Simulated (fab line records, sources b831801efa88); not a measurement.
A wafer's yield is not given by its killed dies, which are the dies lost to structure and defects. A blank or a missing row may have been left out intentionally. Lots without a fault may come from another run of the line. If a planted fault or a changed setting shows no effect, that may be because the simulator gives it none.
fab line records | flow gf180mcu
record lots=13 wafers=39 last-day=34
route steps=602 shown DUAL_GATE@143 POLY_GATE@167 NSD@247 SAB@273
lots with no fault: from the same line, run without faults
start-h: start of the lot's first displayed wafer, in hours after the record's first day | wait-h: hours from the lot's prior step to this one | " repeats the value in the row above | L1.1+2: one row covering several wafers at once | - no value present, or no start provided | * or withheld: withheld | < > ~ a bound
route shown NAME@n: NAME is a module with steps in the file, n the number in the route of the first one | usual: mean/standard deviation taken from wafers without a fault | same: alike in all rows | chamber/n: place in a boat | sites: each site's reading | _std_site: the standard deviation of these | _edge_site: outer sites' mean less inner sites' | radius-mm: how far each site lies from the wafer's centre | mask NAME#n: copy n | behind: tool/chamber where the wafer was last shaped | hold: cause of the lot's hold/its duration in hours/its outcome | device: the n, p or np transistor that did not switch | end of line: the tests these same wafers got at the end of their route | a step without rows: its recipe alone | killed: at the first sort, the dies lost to defects and structure; wafer yield is something else | map: the dies of a wafer, with x for killed, . for not killed, _ for no die there
set.NAME: the setting as run; set.NAME@STEP: as run at that earlier step | model.NAME: the simulator's own value behind a step, which no gauge read
the route's steps for a sample of lots (tables are steps, rows are wafers)
services: from which hour (start-h, from the record's first day; less than 0 if before it) a tool's chamber was out of use, for how many hours, and why
## steps
# step GF_DUAL_GATE_OXIDATION_02
# recipe temp-c=900 ambient=O2 stabilise-s=600 purge-s=300 target-thk-a=108.87 ox-time-s=1602
# usual spike-tc-centre-C=900.6/1.2 spike-tc-lower-C=900.9/0.94 spike-tc-top-C=911.1/2.7 spike-tc-upper-C=897.6/1.6 tube-center-temp-C=900/0.075 tube_center_temp_C_max=902.3/0.39
# columns lot.wafer tool chamber start-h wait-h spike-tc-centre-C spike-tc-lower-C spike-tc-top-C spike-tc-upper-C tube-center-temp-C tube_center_temp_C_max
L954.1 furnace-02 0 158.87 0.0 900.4 898.9 908.1 895.3 900.13 902.9
L954.2 " 0 " " 901.5 900.8 909.0 897.4 900 902.5
L954.5 " 0 " " 900.7 899.7 908.4 896.9 900.01 902.6
L955.1 furnace-02 0 163.45 0.0 901.1 900.2 908.5 895.5 900.05 902.3
L955.4 " 0 " " 901.3 898.7 908.8 897.3 899.96 901.9
L955.6 " 0 " " 900.6 901.1 909.6 896.9 900.08 902.3
L957.1 furnace-02 0 180.52 0.9 901.6 902.3 908.5 897.4 899.94 902.1
L957.3 " 0 " " 900.6 901.0 911.2 896.6 899.96 902.3
L957.5 " 0 " " 901.4 900.8 911.1 896.1 900 903.1
L959.1 furnace-02 0 190.90 0.0 893.1 894.8 903.6 889.9 893.49 895.5
L959.3 " 0 " " 893.1 895.4 900.6 890.8 893.58 896.2
L959.6 " 0 " " 892.3 894.6 902.9 889.9 893.44 895.6
L960.1 furnace-02 0 202.73 0.0 895.8 895.0 902.9 892.0 893.53 896.2
L960.2 " 0 " " 893.4 896.7 903.8 889.1 893.62 896.2
L960.3 " 0 " " 896.9 895.2 901.2 890.7 893.52 895.6
L961.2 furnace-01 0 215.09 0.0 899.4 901.1 914.0 896.8 900.04 902.1
L961.3 " 0 " " 900.5 899.7 914.7 900.9 899.86 902.8
L961.4 " 0 " " 900.6 901.7 915.8 900.0 899.95 903.0
L969.4 furnace-02 0 262.80 0.0 900.1 900.6 910.9 896.3 900.09 902.6
L969.5 " 0 " " 903.1 900.9 909.2 896.4 899.97 902.0
L969.6 " 0 " " 900.9 902.1 909.3 897.7 900.14 902.7
L972.2 furnace-02 0 278.19 0.0 900.9 901.2 909.2 897.3 900.05 902.1
L972.5 " 0 " " 900.2 900.8 910.3 896.3 900.05 902.2
L972.6 " 0 " " 900.2 900.3 908.6 897.7 900.05 903.0
L973.1 furnace-02 0 289.50 0.0 901.7 898.8 909.1 896.0 900.11 903.0
L973.5 " 0 " " 903.7 900.9 909.6 897.3 899.82 901.9
L973.6 " 0 " " 902.1 900.0 908.0 896.8 900.03 902.1
L974.2 furnace-02 0 299.09 0.4 900.6 900.8 910.2 896.6 900.06 902.5
L974.3 " 0 " " 902.2 900.5 909.7 897.2 900.02 902.5
L974.5 " 0 " " 900.8 900.3 908.4 896.7 899.96 902.5
L975.1 furnace-02 0 302.09 1.8 899.8 901.5 907.9 895.9 900.03 902.0
L975.2 " 0 " " 901.3 900.0 909.5 896.5 899.95 902.0
L975.6 " 0 " " 900.9 901.2 910.5 896.4 899.98 902.4
L976.3 furnace-01 0 306.75 0.0 899.0 900.3 913.9 898.0 900.06 901.9
L976.4 " 0 " " 899.0 900.6 915.1 901.2 899.98 901.8
L976.5 " 0 " " 899.8 900.2 914.8 899.4 899.86 902.0
L977.2 furnace-01 0 316.10 0.0 900.7 901.0 914.5 899.6 900.02 901.9
L977.4 " 0 " " 899.2 899.0 912.2 899.1 899.99 901.9
L977.6 " 0 " " 899.9 901.0 915.1 899.8 900.05 902.1
# step GF_DUAL_GATE_THK_MEAS_03
# recipe reads=SiO2_of_DUAL_GATE_OXIDATION_02
# usual DUAL_GATE_OXIDATION_00_THK=10.87/0.16
# columns lot.wafer tool chamber start-h wait-h DUAL_GATE_OXIDATION_00_THK[nm]
L954.1 film-metro-02 - 160.31 0.0 10.76
L954.2 " - " " 10.82
L954.5 " - " " 10.79
L955.1 film-metro-02 - 164.90 0.0 10.81
L955.4 " - " " 11.08
L955.6 " - " " 10.82
L957.1 film-metro-01 - 181.96 0.0 10.83
L957.3 " - " " 10.74
L957.5 " - " " 10.77
L959.1 film-metro-02 - 192.35 0.0 10.03
L959.3 " - " " 9.95
L959.6 " - " " 10.12
L960.1 film-metro-01 - 204.18 0.0 10.15
L960.2 " - " " 10.25
L960.3 " - " " 10.03
L961.2 film-metro-01 - 216.54 0.0 10.78
L961.3 " - " " 10.79
L961.4 " - " " 10.80
L969.4 film-metro-01 - 264.28 0.0 11.18
L969.5 " - " " 10.96
L969.6 " - " " 11.06
L972.2 film-metro-01 - 279.64 0.0 10.78
L972.5 " - " " 10.73
L972.6 " - " " 10.58
L973.1 film-metro-02 - 290.94 0.0 10.63
L973.5 " - " " 10.61
L973.6 " - " " 10.67
L974.2 film-metro-02 - 300.55 0.0 11.27
L974.3 " - " " 11.34
L974.5 " - " " 10.94
L975.1 film-metro-02 - 303.55 0.0 10.81
L975.2 " - " " 11.04
L975.6 " - " " 10.89
L976.3 film-metro-01 - 308.22 0.0 11.00
L976.4 " - " " 10.92
L976.5 " - " " 10.97
L977.2 film-metro-01 - 317.56 0.0 10.92
L977.4 " - " " 10.89
L977.6 " - " " 10.67
# step GF_POLY_GATE_CD_MEAS_10
# recipe target-cd-nm=280
# usual cd-nm=280.2/1.1
# columns lot.wafer tool chamber start-h wait-h cd-nm
L954.1 cd-sem-02 - 196.88 0.1 279.3
L954.2 " - " " 278.4
L954.5 " - " " 279.1
L955.1 cd-sem-01 - 204.18 0.1 279.0
L955.4 " - " " 279.8
L955.6 " - " " 280.3
L957.1 cd-sem-02 - 219.42 0.1 279.6
L957.3 " - " " 278.8
L957.5 " - " " 279.3
L959.1 cd-sem-02 - 231.38 0.1 279.3
L959.3 " - " " 279.3
L959.6 " - " " 279.5
L960.1 cd-sem-01 - 244.43 0.1 281.4
L960.2 " - " " 281.4
L960.3 " - " " 280.9
L961.2 cd-sem-02 - 256.64 0.1 281.2
L961.3 " - " " 280.9
L961.4 " - " " 280.6
L969.4 cd-sem-02 - 307.63 0.1 280.7
L969.5 " - " " 279.9
L969.6 " - " " 280.5
L972.2 cd-sem-01 - 323.94 0.1 280.8
L972.5 " - " " 278.5
L972.6 " - " " 280.4
L973.1 cd-sem-01 - 336.72 0.1 282.7
L973.5 " - " " 282.7
L973.6 " - " " 282.3
L974.2 cd-sem-01 - 347.39 0.1 280.1
L974.3 " - " " 280.3
L974.5 " - " " 279.8
L975.1 cd-sem-02 - 349.92 0.1 280.7
L975.2 " - " " 279.6
L975.6 " - " " 280.1
L976.3 cd-sem-01 - 354.30 0.1 279.0
L976.4 " - " " 278.7
L976.5 " - " " 278.8
L977.2 cd-sem-02 - 364.08 0.1 280.5
L977.4 " - " " 280.4
L977.6 " - " " 280.4
# step GF_NSD_TW_MEAS_12
# usual NSD_TW=4264/29
# columns lot.wafer tool chamber start-h wait-h NSD_TW
L954.1 film-metro-02 - 300.98 0.1 4285
L954.2 " - " " 4313
L954.5 " - " " 4288
L955.1 film-metro-02 - 307.10 0.1 4275
L955.4 " - " " 4282
L955.6 " - " " 4247
L957.1 film-metro-02 - 323.23 0.1 4275
L957.3 " - " " 4275
L957.5 " - " " 4276
L959.1 film-metro-03 - 338.03 0.1 4293
L959.3 " - " " 4243
L959.6 " - " " 4277
L960.1 film-metro-02 - 353.43 0.1 4267
L960.2 " - " " 4257
L960.3 " - " " 4255
L961.2 film-metro-02 - 365.80 0.1 4258
L961.3 " - " " 4287
L961.4 " - " " 4283
L969.4 film-metro-03 - 425.15 0.1 4289
L969.5 " - " " 4271
L969.6 " - " " 4254
L972.2 film-metro-02 - 444.39 0.1 4247
L972.5 " - " " 4238
L972.6 " - " " 4249
L973.1 film-metro-03 - 456.68 0.1 4308
L973.5 " - " " 4256
L973.6 " - " " 4276
L974.2 film-metro-04 - 471.84 0.1 4193
L974.3 " - " " 4181
L974.5 " - " " 4188
L975.1 film-metro-03 - 472.37 0.1 4285
L975.2 " - " " 4281
L975.6 " - " " 4288
L976.3 film-metro-04 - 483.52 0.1 4208
L976.4 " - " " 4236
L976.5 " - " " 4216
L977.2 film-metro-03 - 491.18 0.1 4271
L977.4 " - " " 4275
L977.6 " - " " 4286
# step GF_SAB_CD_MEAS_09
# recipe target-cd-nm=420
# usual cd-nm=420.0/2
# columns lot.wafer tool chamber start-h wait-h cd-nm
L954.1 cd-sem-02 - 343.27 0.1 418.9
L954.2 " - " " 419.6
L954.5 " - " " 418.8
L955.1 cd-sem-01 - 350.07 0.1 417.0
L955.4 " - " " 418.4
L955.6 " - " " 417.4
L957.1 cd-sem-02 - 367.11 0.1 417.6
L957.3 " - " " 419.6
L957.5 " - " " 417.5
L959.1 cd-sem-02 - 382.09 0.1 420.5
L959.3 " - " " 419.5
L959.6 " - " " 420.1
L960.1 cd-sem-01 - 398.62 0.1 418.7
L960.2 " - " " 418.7
L960.3 " - " " 419.8
L961.2 cd-sem-01 - 411.14 0.1 424.1
L961.3 " - " " 425.5
L961.4 " - " " 424.6
L969.4 cd-sem-02 - 473.88 0.1 421.0
L969.5 " - " " 420.3
L969.6 " - " " 419.0
L972.2 cd-sem-02 - 493.03 0.2 417.2
L972.5 " - " " 418.6
L972.6 " - " " 418.5
L973.1 cd-sem-01 - 504.86 0.1 418.2
L973.5 " - " " 418.6
L973.6 " - " " 417.7
L974.2 cd-sem-01 - 519.88 0.1 418.8
L974.3 " - " " 418.4
L974.5 " - " " 418.7
L975.1 cd-sem-02 - 520.16 0.1 418.8
L975.2 " - " " 421.3
L975.6 " - " " 420.4
L976.3 cd-sem-02 - 530.46 0.1 418.6
L976.4 " - " " 419.2
L976.5 " - " " 419.8
L977.2 cd-sem-01 - 538.14 0.1 422.6
L977.4 " - " " 419.8
L977.6 " - " " 421.8
## services
# columns tool chamber start-h hours kind
furnace-01 - 178.47 3.1 pm
furnace-01 - 181.61 3.5 pm
furnace-02 - 226.51 3.7 pm
furnace-02 - 250.36 3.1 pm
furnace-01 - 286.62 5.5 pm
## key
first-sign step=GF_DUAL_GATE_OXIDATION_02 reading=tube-center-temp-C direction=down sigmas=72 usual=* struck=*
effect step=GF_DUAL_GATE_OXIDATION_02 reading=tube_center_temp_C_max direction=down sigmas=17 usual=* struck=*
effect step=GF_DUAL_GATE_THK_MEAS_03 reading=DUAL_GATE_OXIDATION_00_THK direction=down sigmas=4.7 usual=10.87 struck=10.09
met-at GF_DUAL_GATE_OXIDATION_02
struck-lots L959,L960
tester-left-out L959,L960
not-acting-at GF_POLY_GATE_CD_MEAS_10,GF_NSD_TW_MEAS_12,GF_SAB_CD_MEAS_09
onset-between 180.52 190.90
fault kind=process-parameter-drift tool=furnace-02 chamber=- onset-h=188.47 steps=GF_DUAL_GATE_OXIDATION_02 channel=temp-c offset=* shape=step end-h=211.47 acts-in=* stated=*
# tester-left-out: of these lots the tester's yield and bins aren't shown, on N5 and GAA mostly nor the transistor test; their killed dies are dies lost to structure and defects alone, not to doping, threshold or leakage, so they don't give the yield
